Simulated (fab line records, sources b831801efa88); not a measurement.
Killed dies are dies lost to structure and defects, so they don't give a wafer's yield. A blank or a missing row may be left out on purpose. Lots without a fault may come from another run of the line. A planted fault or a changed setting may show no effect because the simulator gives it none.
fab line records | flow sfq_line | part 1 of 2: steps 1 to 27 of 38
record lots=5 wafers=15 last_day=77
route steps=325 shown I6@270 M7@281 I7@296
lots that met no fault: from a run of the same line without faults
start_h: hours from the record's first day to the start of the lot's first wafer shown | wait_h: hours since the lot's step before | " the same as in the row above | L1.1+2: a row that stands for several wafers | - no value, or no start given | * or withheld: withheld | < > ~ a bound
route shown NAME@n: a module of which the file shows steps, and the number in the route of the first | usual: mean/standard deviation of fault-free wafers | same: alike in all rows | chamber/n: place in a boat | sites: the reading at each site | _std_site: their standard deviation | _edge_site: outer sites' mean less inner sites' | radius_mm: how far each site lies from the wafer's centre | mask NAME#n: copy n | behind: the tool/chamber that last shaped the wafer | hold: why the lot was held/for how many hours/how that ended | device: the transistor (n, p or np) that didn't switch | end of line: the same wafers' tests at the end of the route | a step without rows: its recipe alone | killed: dies lost to structure and defects at the first sort, not the wafer's yield | map: a wafer's dies, x killed, . not, _ none there
set.NAME: the setting as run; set.NAME@STEP: as run at that earlier step | model.NAME: the simulator's own value behind a step, which no gauge read
lots at some steps of the route; a table a step, a row a wafer
services: from which hour (start_h, from the record's first day; less than 0 if before it) a tool's chamber was out of use, for how many hours, and why
## steps
# step SFQ_TRILAYER_I6_VIA_LITHO_COAT_174
# recipe resist=BARC spin_rpm=3000 resist_thk_nm=62
# usual dispense_pressure_kPa=52/4.4
# columns lot.wafer tool chamber start_h wait_h dispense_pressure_kPa
L076.1 litho_track-03 0 1404.43 1.0 56
L076.4 " 0 " " 56
L076.5 " 0 " " 56
L078.1 litho_track-02 0 1428.43 1.0 46
L078.2 " 0 " " 46
L078.4 " 0 " " 46
L080.2 litho_track-04 0 1447.48 0.8 54
L080.3 " 0 " " 54
L080.6 " 0 " " 54
L089.1 litho_track-03 0 1492.43 1.0 56
L089.2 " 0 " " 56
L089.5 " 0 " " 56
L093.1 litho_track-03 0 1504.43 1.0 56
L093.3 " 0 " " 56
L093.5 " 0 " " 56
# step SFQ_TRILAYER_I6_VIA_LITHO_COAT_169
# recipe resist=KrF spin_rpm=3000 resist_thk_nm=650
# usual dispense_pressure_kPa=52/4.4
# columns lot.wafer tool chamber start_h wait_h dispense_pressure_kPa
L076.1 litho_track-03 0 1404.73 0.2 56
L076.4 " 0 " " 56
L076.5 " 0 " " 56
L078.1 litho_track-02 0 1428.73 0.2 46
L078.2 " 0 " " 46
L078.4 " 0 " " 46
L080.2 litho_track-04 0 1447.78 0.2 54
L080.3 " 0 " " 54
L080.6 " 0 " " 54
L089.1 litho_track-03 0 1492.73 0.2 56
L089.2 " 0 " " 56
L089.5 " 0 " " 56
L093.1 litho_track-03 0 1504.73 0.2 56
L093.3 " 0 " " 56
L093.5 " 0 " " 56
# step SFQ_TRILAYER_I6_VIA_LITHO_SOFTBAKE_173
# recipe temp_c=withheld time_s=withheld resist=KrF
# columns lot.wafer tool chamber start_h wait_h
L076.1+4+5 litho_track-03 0 1405.03 0.2
L078.1+2+4 litho_track-02 0 1429.03 0.2
L080.2+3+6 litho_track-04 0 1448.05 0.2
L089.1+2+5 litho_track-03 0 1493.03 0.2
L093.1+3+5 litho_track-03 0 1505.03 0.2
# step SFQ_TRILAYER_I6_VIA_LITHO_EXPOSE_170
# recipe mask_id=I6 na=0.6 source_shape=conventional sigma_outer=0.65 target_cd_nm=700 dose_mj=21.3
# columns lot.wafer tool chamber start_h wait_h mask
L076.1+4+5 krf_scanner-01 0 1484.02 - I6#0
L078.1+2+4 krf_scanner-01 0 1508.02 - I6#0
L080.2+3+6 krf_scanner-01 0 1523.82 - I6#0
L089.1+2+5 krf_scanner-02 0 1578.87 - I6#0
L093.1+3+5 krf_scanner-01 0 1592.74 - I6#0
# step SFQ_TRILAYER_I6_VIA_LITHO_PEB_172
# recipe peb_temp_c=115 peb_time_s=60 resist=KrF
# usual heater_power_total_W=79.16/0.062
# columns lot.wafer tool chamber start_h wait_h heater_power_total_W
L076.1 litho_track-04 0 1485.22 1.0 79.16
L076.4 " 0 " " 79.02
L076.5 " 0 " " 79.12
L078.1 litho_track-04 0 1509.22 1.0 79.19
L078.2 " 0 " " 79.18
L078.4 " 0 " " 79.21
L080.2 litho_track-03 0 1524.84 0.8 79.20
L080.3 " 0 " " 79.16
L080.6 " 0 " " 79.12
L089.1 litho_track-04 0 1580.07 1.0 79.13
L089.2 " 0 " " 79.20
L089.5 " 0 " " 79.15
L093.1 litho_track-04 0 1593.94 1.0 79.23
L093.3 " 0 " " 79.14
L093.5 " 0 " " 79.23
# step SFQ_TRILAYER_I6_VIA_LITHO_DEVELOP_171
# recipe time_s=60 resist=KrF
# columns lot.wafer tool chamber start_h wait_h
L076.1+4+5 litho_track-04 0 1485.37 0.1
L078.1+2+4 litho_track-04 0 1509.37 0.1
L080.2+3+6 litho_track-03 0 1524.99 0.1
L089.1+2+5 litho_track-04 0 1580.22 0.1
L093.1+3+5 litho_track-04 0 1594.09 0.1
# step SFQ_I6_OVL_MEAS_942
# usual I6_OVL=0/5.1
# columns lot.wafer tool chamber start_h wait_h I6_OVL[nm]
L076.1 overlay-02 - 1485.52 0.1 2
L076.4 " - " " 6
L076.5 " - " " 3
L078.1 overlay-02 - 1509.52 0.1 -5
L078.2 " - " " -5
L078.4 " - " " -6
L080.2 overlay-01 - 1525.12 0.1 4
L080.3 " - " " 7
L080.6 " - " " 8
L089.1 overlay-02 - 1580.37 0.1 -6
L089.2 " - " " -6
L089.5 " - " " -9
L093.1 overlay-01 - 1594.24 0.1 -7
L093.3 " - " " -3
L093.5 " - " " -8
# step SFQ_TRILAYER_I6_VIA_BARC_OPEN_VIA_ETCH_235
# recipe mask_material=PR chemistry=O2 target_depth_nm=125 target=BARC source_w=500 bias_w=80 pressure_mtorr=30 time_s=41.7
# usual drypump_motor_current_A=6.0/0.47 oes_product_au=0.686/0.005
# columns lot.wafer tool chamber start_h wait_h drypump_motor_current_A oes_product_au rf_hours_counter_h
L076.1 rie_diel-02 1 1485.55 0.0 5.5 0.690 5
L076.4 " 2 " " 5.8 0.682 14
L076.5 " 0 " " 5.6 0.684 -
L078.1 rie_diel-04 2 1509.55 0.0 6.7 0.692 10
L078.2 " 1 " " 5.7 0.693 21
L078.4 " 3 " " 5.7 0.686 23
L080.2 rie_diel-02 1 1525.15 0.0 5.5 0.684 6
L080.3 " 0 " " 5.6 0.678 21
L080.6 " 2 " " 5.8 0.694 -
L089.1 rie_diel-01 3 1580.40 0.0 5.9 0.685 14
L089.2 " 1 " " 6.0 0.685 20
L089.5 " 0 " " 4.9 0.686 -
L093.1 rie_diel-02 0 1594.28 0.0 5.6 0.691 22
L093.3 " 2 " " 5.7 0.687 15
L093.5 " 3 " " 6.8 0.687 -
# step SFQ_TRILAYER_I6_VIA_ETCH_VIA_ETCH_172
# recipe target=SiO2 stop_on=Nb mask_material=PR taper_deg=20 chemistry=CHF3 target_depth_nm=260 source_w=500 bias_w=80 pressure_mtorr=30 time_s=withheld
# usual drypump_motor_current_A=6.0/0.48 oes_product_au=0.854/0.0051
# columns lot.wafer tool chamber start_h wait_h drypump_motor_current_A oes_product_au
L076.1 rie_diel-02 1 1485.59 0.0 5.5 0.846
L076.4 " 2 " " 5.8 0.847
L076.5 " 0 " " 5.6 0.851
L078.1 rie_diel-04 2 1509.59 0.0 6.7 0.853
L078.2 " 1 " " 5.6 0.851
L078.4 " 3 " " 5.8 0.856
L080.2 rie_diel-02 1 1525.19 0.0 5.5 0.849
L080.3 " 0 " " 5.6 0.856
L080.6 " 2 " " 5.7 0.851
L089.1 rie_diel-01 3 1580.44 0.0 5.9 0.845
L089.2 " 1 " " 6.0 0.859
L089.5 " 0 " " 4.9 0.854
L093.1 rie_diel-02 0 1594.32 0.0 5.6 0.848
L093.3 " 2 " " 5.8 0.846
L093.5 " 3 " " 6.8 0.848
# step SFQ_TRILAYER_I6_VIA_STRIP_STRIP_173
# recipe gas=O2 power_w=200 platen_temp_c=40 overash_fraction=0.65 chemistry=O2 pressure_mtorr=50
# usual drypump_motor_current_A=5.94/0.28 oes_product_au=0.995/0.012
# columns lot.wafer tool chamber start_h wait_h drypump_motor_current_A oes_product_au rf_hours_counter_h
L076.1 rie_metal-01 1 1485.70 - 6.33 1.017 65
L076.4 " 0 " " 6.19 1.003 -
L076.5 " 1 " " 6.33 1.015 -
L078.1 rie_metal-02 0 1509.70 - 5.56 0.999 4
L078.2 " 1 " " 5.79 1.015 99
L078.4 " 0 " " 5.56 0.990 -
L080.2 rie_metal-04 0 1525.30 - 5.82 0.976 93
L080.3 " 0 " " 5.82 0.991 -
L080.6 " 0 " " 5.85 0.980 -
L089.1 rie_metal-02 0 1580.56 - 5.61 0.992 15
L089.2 " 1 " " 5.75 1.015 110
L089.5 " 1 " " 5.80 1.012 -
L093.1 rie_metal-02 0 1594.43 - 5.56 0.995 16
L093.3 " 1 " " 5.74 1.002 -
L093.5 " 0 " " 5.59 0.995 -
# step SFQ_TRILAYER_I6_VIA_STRIP_SOLV_CLEAN_174
# recipe chemistry=NMP temp_c=70 time_s=600
# columns lot.wafer tool chamber start_h wait_h
L076.1+4+5 wet_bench-04 4,1,2 1486.30 0.4
L078.1+2+4 wet_bench-04 2,5,1 1510.30 0.4
L080.2+3+6 wet_bench-03 7,1,6 1525.90 0.4
L089.1+2+5 wet_bench-01 4,7,5 1581.16 0.4
L093.1+3+5 wet_bench-04 4,0,2 1595.03 0.4
# step SFQ_TRILAYER_M7_DEP_PRE_CLEAN_176
# recipe gas=Ar time_s=22.5 bias_v=250
# columns lot.wafer tool chamber start_h wait_h
L076.1+4+5 pvd_sputter-05 - 1486.48 0.0
L078.1+2+4 pvd_sputter-06 - 1510.48 0.0
L080.2+3+6 pvd_sputter-04 - 1526.08 0.0
L089.1+2+5 pvd_sputter-06 - 1581.33 0.0
L093.1+3+5 pvd_sputter-05 - 1595.21 0.0
# step SFQ_TRILAYER_M7_DEP_SPUTTER_175
# recipe material=Nb base_pressure_pa=1.33e-06 chamber_pressure_pa=0.1333 substrate_temp_c=20 target_thk_nm=200 power_w=2000 time_s=133.3
# usual throttle_valve_pct=29.6/0.67
# columns lot.wafer tool chamber start_h wait_h throttle_valve_pct
L076.1 pvd_sputter-05 - 1486.51 0.0 29.6
L076.4 " - " " 29.7
L076.5 " - " " 29.3
L078.1 pvd_sputter-06 - 1510.51 0.0 29.6
L078.2 " - " " 28.1
L078.4 " - " " 30.0
L080.2 pvd_sputter-04 - 1526.11 0.0 30.2
L080.3 " - " " 30.2
L080.6 " - " " 28.7
L089.1 pvd_sputter-06 - 1581.36 0.0 29.5
L089.2 " - " " 29.6
L089.5 " - " " 29.7
L093.1 pvd_sputter-05 - 1595.24 0.0 30.3
L093.3 " - " " 29.8
L093.5 " - " " 29.9
# step SFQ_M7_RS_MEAS_943
# recipe thk_meas_gauge=four-point-probe reads=Nb_of_TRILAYER_M7_DEP_SPUTTER_175
# usual M7_NB_RS=0.895/0.012
# columns lot.wafer tool chamber start_h wait_h M7_NB_RS[ohm/sq]
L076.1 film_metro-02 - 1486.60 0.0 0.901
L076.4 " - " " 0.900
L076.5 " - " " 0.897
L078.1 film_metro-04 - 1510.60 0.0 0.889
L078.2 " - " " 0.863
L078.4 " - " " 0.878
L080.2 film_metro-01 - 1526.22 0.1 0.912
L080.3 " - " " 0.916
L080.6 " - " " 0.923
L089.1 film_metro-02 - 1581.45 0.0 0.888
L089.2 " - " " 0.890
L089.5 " - " " 0.892
L093.1 film_metro-01 - 1595.33 0.0 0.906
L093.3 " - " " 0.899
L093.5 " - " " 0.903
# step SFQ_TRILAYER_M7_LITHO_COAT_182
# recipe resist=BARC spin_rpm=3000 resist_thk_nm=62
# usual dispense_pressure_kPa=51/3
# columns lot.wafer tool chamber start_h wait_h dispense_pressure_kPa
L076.1 litho_track-04 0 1486.78 0.1 54
L076.4 " 0 " " 54
L076.5 " 0 " " 54
L078.1 litho_track-01 0 1510.78 0.1 51
L078.2 " 0 " " 51
L078.4 " 0 " " 51
L080.2 litho_track-01 0 1526.43 0.1 51
L080.3 " 0 " " 51
L080.6 " 0 " " 51
L089.1 litho_track-04 0 1581.63 0.1 54
L089.2 " 0 " " 54
L089.5 " 0 " " 54
L093.1 litho_track-04 0 1595.51 0.1 54
L093.3 " 0 " " 54
L093.5 " 0 " " 54
# step SFQ_TRILAYER_M7_LITHO_COAT_177
# recipe resist=KrF spin_rpm=3000 resist_thk_nm=600
# usual dispense_pressure_kPa=51/3
# columns lot.wafer tool chamber start_h wait_h dispense_pressure_kPa
L076.1 litho_track-04 0 1487.08 0.2 54
L076.4 " 0 " " 54
L076.5 " 0 " " 54
L078.1 litho_track-01 0 1511.08 0.2 51
L078.2 " 0 " " 51
L078.4 " 0 " " 51
L080.2 litho_track-01 0 1526.73 0.2 51
L080.3 " 0 " " 51
L080.6 " 0 " " 51
L089.1 litho_track-04 0 1581.93 0.2 54
L089.2 " 0 " " 54
L089.5 " 0 " " 54
L093.1 litho_track-04 0 1595.81 0.2 54
L093.3 " 0 " " 54
L093.5 " 0 " " 54
# step SFQ_TRILAYER_M7_LITHO_SOFTBAKE_181
# recipe temp_c=withheld time_s=withheld resist=KrF
# columns lot.wafer tool chamber start_h wait_h
L076.1+4+5 litho_track-04 0 1487.38 0.2
L078.1+2+4 litho_track-01 0 1511.38 0.2
L080.2+3+6 litho_track-01 0 1527.00 0.2
L089.1+2+5 litho_track-04 0 1582.23 0.2
L093.1+3+5 litho_track-04 0 1596.11 0.2
# step SFQ_TRILAYER_M7_LITHO_EXPOSE_178
# recipe mask_id=M7 na=0.6 source_shape=conventional sigma_outer=0.65 target_cd_nm=500 dose_mj=14.4
# columns lot.wafer tool chamber start_h wait_h mask
L076.1+4+5 krf_scanner-02 0 1489.13 - M7#0
L078.1+2+4 krf_scanner-02 0 1511.53 - M7#0
L080.2+3+6 krf_scanner-02 0 1531.94 - M7#0
L089.1+2+5 krf_scanner-02 0 1681.69 - M7#0
L093.1+3+5 krf_scanner-02 0 1690.09 - M7#0
# step SFQ_TRILAYER_M7_LITHO_PEB_180
# recipe peb_temp_c=115 peb_time_s=60 resist=KrF
# usual heater_power_total_W=79.14/0.072
# columns lot.wafer tool chamber start_h wait_h heater_power_total_W
L076.1 litho_track-02 0 1490.33 1.0 79.28
L076.4 " 0 " " 79.10
L076.5 " 0 " " 79.17
L078.1 litho_track-02 0 1512.73 1.0 79.05
L078.2 " 0 " " 79.25
L078.4 " 0 " " 79.08
L080.2 litho_track-01 0 1532.96 0.8 79.10
L080.3 " 0 " " 79.04
L080.6 " 0 " " 79.27
L089.1 litho_track-02 0 1682.89 1.0 79.19
L089.2 " 0 " " 79.06
L089.5 " 0 " " 79.11
L093.1 litho_track-01 0 1691.29 1.0 79.10
L093.3 " 0 " " 79.11
L093.5 " 0 " " 79.13
# step SFQ_TRILAYER_M7_LITHO_DEVELOP_179
# recipe time_s=60 resist=KrF
# columns lot.wafer tool chamber start_h wait_h
L076.1+4+5 litho_track-02 0 1490.48 0.1
L078.1+2+4 litho_track-02 0 1512.88 0.1
L080.2+3+6 litho_track-01 0 1533.11 0.1
L089.1+2+5 litho_track-02 0 1683.04 0.1
L093.1+3+5 litho_track-01 0 1691.44 0.1
# step SFQ_M7_OVL_MEAS_945
# usual M7_OVL=-1/5.3
# columns lot.wafer tool chamber start_h wait_h M7_OVL[nm]
L076.1 overlay-01 - 1490.63 0.1 5
L076.4 " - " " 2
L076.5 " - " " 0
L078.1 overlay-01 - 1513.03 0.1 -3
L078.2 " - " " -5
L078.4 " - " " -4
L080.2 overlay-02 - 1533.24 0.1 6
L080.3 " - " " 1
L080.6 " - " " 4
L089.1 overlay-01 - 1683.19 0.1 -5
L089.2 " - " " -5
L089.5 " - " " 3
L093.1 overlay-02 - 1691.59 0.1 -6
L093.3 " - " " -8
L093.5 " - " " -10
# step SFQ_TRILAYER_M7_BARC_OPEN_METAL_ETCH_229
# recipe mask_material=PR chemistry=O2 target_depth_nm=125 target=BARC icp_w=600 bias_w=80 pressure_mtorr=10 time_s=41.7
# usual drypump_motor_current_A=5.94/0.29 oes_product_au=0.685/0.0047
# columns lot.wafer tool chamber start_h wait_h drypump_motor_current_A oes_product_au rf_hours_counter_h
L076.1 rie_metal-04 0 1490.66 0.0 5.83 0.684 86
L076.4 " 0 " " 5.82 0.685 -
L076.5 " 0 " " 5.83 0.687 -
L078.1 rie_metal-03 0 1513.07 0.0 5.89 0.681 101
L078.2 " 0 " " 5.90 0.691 -
L078.4 " 0 " " 5.88 0.684 -
L080.2 rie_metal-04 0 1533.27 0.0 5.83 0.683 94
L080.3 " 0 " " 5.85 0.687 -
L080.6 " 1 " " 6.05 0.678 -
L089.1 rie_metal-04 1 1683.23 0.0 6.09 0.683 139
L089.2 " 0 " " 5.84 0.687 114
L089.5 " 0 " " 5.85 0.683 -
L093.1 rie_metal-04 0 1691.63 0.0 5.83 0.680 115
L093.3 " 0 " " 5.80 0.690 -
L093.5 " 1 " " 6.10 0.683 -
# step SFQ_TRILAYER_M7_ETCH_METAL_ETCH_180
# recipe target=Nb stop_on=SiO2 mask_material=PR chemistry=Cl2/Ar target_depth_nm=240 icp_w=600 bias_w=80 pressure_mtorr=10 time_s=120
# usual drypump_motor_current_A=5.94/0.29 oes_product_au=0.892/0.0092
# columns lot.wafer tool chamber start_h wait_h drypump_motor_current_A oes_product_au rf_hours_counter_h
L076.1 rie_metal-04 0 1490.72 0.0 5.83 0.881 86
L076.4 " 0 " " 5.83 0.885 -
L076.5 " 0 " " 5.81 0.886 -
L078.1 rie_metal-03 0 1513.18 0.1 5.89 0.891 101
L078.2 " 0 " " 5.89 0.913 -
L078.4 " 0 " " 5.89 0.900 -
L080.2 rie_metal-04 0 1533.33 0.0 5.86 0.876 94
L080.3 " 0 " " 5.82 0.883 -
L080.6 " 1 " " 6.03 0.876 -
L089.1 rie_metal-04 1 1683.29 0.0 6.11 0.897 139
L089.2 " 0 " " 5.82 0.906 114
L089.5 " 0 " " 5.84 0.890 -
L093.1 rie_metal-04 0 1691.69 0.0 5.84 0.886 115
L093.3 " 0 " " 5.83 0.887 -
L093.5 " 1 " " 6.07 0.887 -
# step SFQ_TRILAYER_M7_STRIP_STRIP_181
# recipe gas=O2 power_w=200 platen_temp_c=40 overash_fraction=0.65 chemistry=O2 pressure_mtorr=50
# usual drypump_motor_current_A=5.94/0.3 oes_product_au=0.991/0.012
# columns lot.wafer tool chamber start_h wait_h drypump_motor_current_A oes_product_au rf_hours_counter_h
L076.1 rie_metal-04 0 1490.85 0.1 5.84 0.977 87
L076.4 " 0 " " 5.82 0.976 -
L076.5 " 0 " " 5.82 0.979 -
L078.1 rie_metal-03 0 1513.43 0.2 5.94 0.989 101
L078.2 " 0 " " 5.92 0.996 -
L078.4 " 0 " " 5.93 0.985 -
L080.2 rie_metal-04 0 1533.46 0.1 5.82 0.975 94
L080.3 " 0 " " 5.86 0.974 -
L080.6 " 1 " " 6.06 0.974 -
L089.1 rie_metal-04 1 1683.41 0.1 6.10 0.982 139
L089.2 " 0 " " 5.84 0.993 114
L089.5 " 0 " " 5.79 0.991 -
L093.1 rie_metal-04 0 1691.81 0.1 5.81 0.970 115
L093.3 " 0 " " 5.81 0.977 -
L093.5 " 1 " " 6.08 0.987 -
# step SFQ_TRILAYER_M7_STRIP_SOLV_CLEAN_182
# recipe chemistry=NMP temp_c=70 time_s=600
# columns lot.wafer tool chamber start_h wait_h
L076.1+4+5 wet_bench-04 3,6,2 1491.45 0.4
L078.1+2+4 wet_bench-02 0,5,4 1514.63 1.0
L080.2+3+6 wet_bench-02 1,2,6 1534.06 0.4
L089.1+2+5 wet_bench-02 3,7,6 1684.01 0.4
L093.1+3+5 wet_bench-03 6,4,1 1692.41 0.4
# step SFQ_TRILAYER_I7_DEP_PECVD_183
# recipe material=SiO2 temp_c=150 time_s=111.11 pressure_torr=2.4 rf_w=183.3 precursor=SiH4/N2O target_thk_nm=500
# usual heater_power_w=77/12 throttle_valve_pct=25.5/1.4
# columns lot.wafer tool chamber start_h wait_h heater_power_w throttle_valve_pct
L076.1 pecvd-04 2 1491.62 0.0 86 26.4
L076.4 " 0 " " 88 26.2
L076.5 " 2 " " 89 26.4
L078.1 pecvd-02 0 1514.81 0.0 58 24.1
L078.2 " 1 " " 62 26.0
L078.4 " 0 " " 45 24.6
L080.2 pecvd-04 0 1534.23 0.0 76 26.3
L080.3 " 2 " " 87 26.6
L080.6 " 2 " " 88 26.5
L089.1 pecvd-03 1 1684.19 0.0 81 25.2
L089.2 " 0 " " 78 23.2
L089.5 " 1 " " 84 25.1
L093.1 pecvd-03 2 1692.59 0.0 73 27.3
L093.3 " 0 " " 74 23.3
L093.5 " 0 " " 76 23.5
# step SFQ_TRILAYER_I7_CMP_CMP_184
# recipe material=SiO2 down_force_psi=3 platen_rpm=60 pad_velocity_m_s=0.94248
# usual motor_current_A=10.6/1 time_to_endpoint_s=212/7.8
# columns lot.wafer tool chamber start_h wait_h motor_current_A time_to_endpoint_s
L076.1 cmp-01 1 1521.60 29.9 12.9 215
L076.4 " 2 " " 11.2 210
L076.5 " 3 " " 11.3 212
L078.1 cmp-01 2 1536.10 21.2 10.3 201
L078.2 " 3 " " 10.7 210
L078.4 " 0 " " 11.0 220
L080.2 cmp-02 2 1549.50 15.2 10.1 208
L080.3 " 3 " " 10.5 204
L080.6 " 1 1551.00 16.7 9.2 217
L089.2 cmp-01 0 1684.86 0.6 10.7 214
L089.1 " 1 " " 13.1 217
L089.5 " 0 1686.86 2.6 10.7 223
L093.1 cmp-02 2 1692.68 0.1 9.7 219
L093.3 " 1 1694.18 1.6 9.4 209
L093.5 " 3 1695.18 2.5 11.3 208
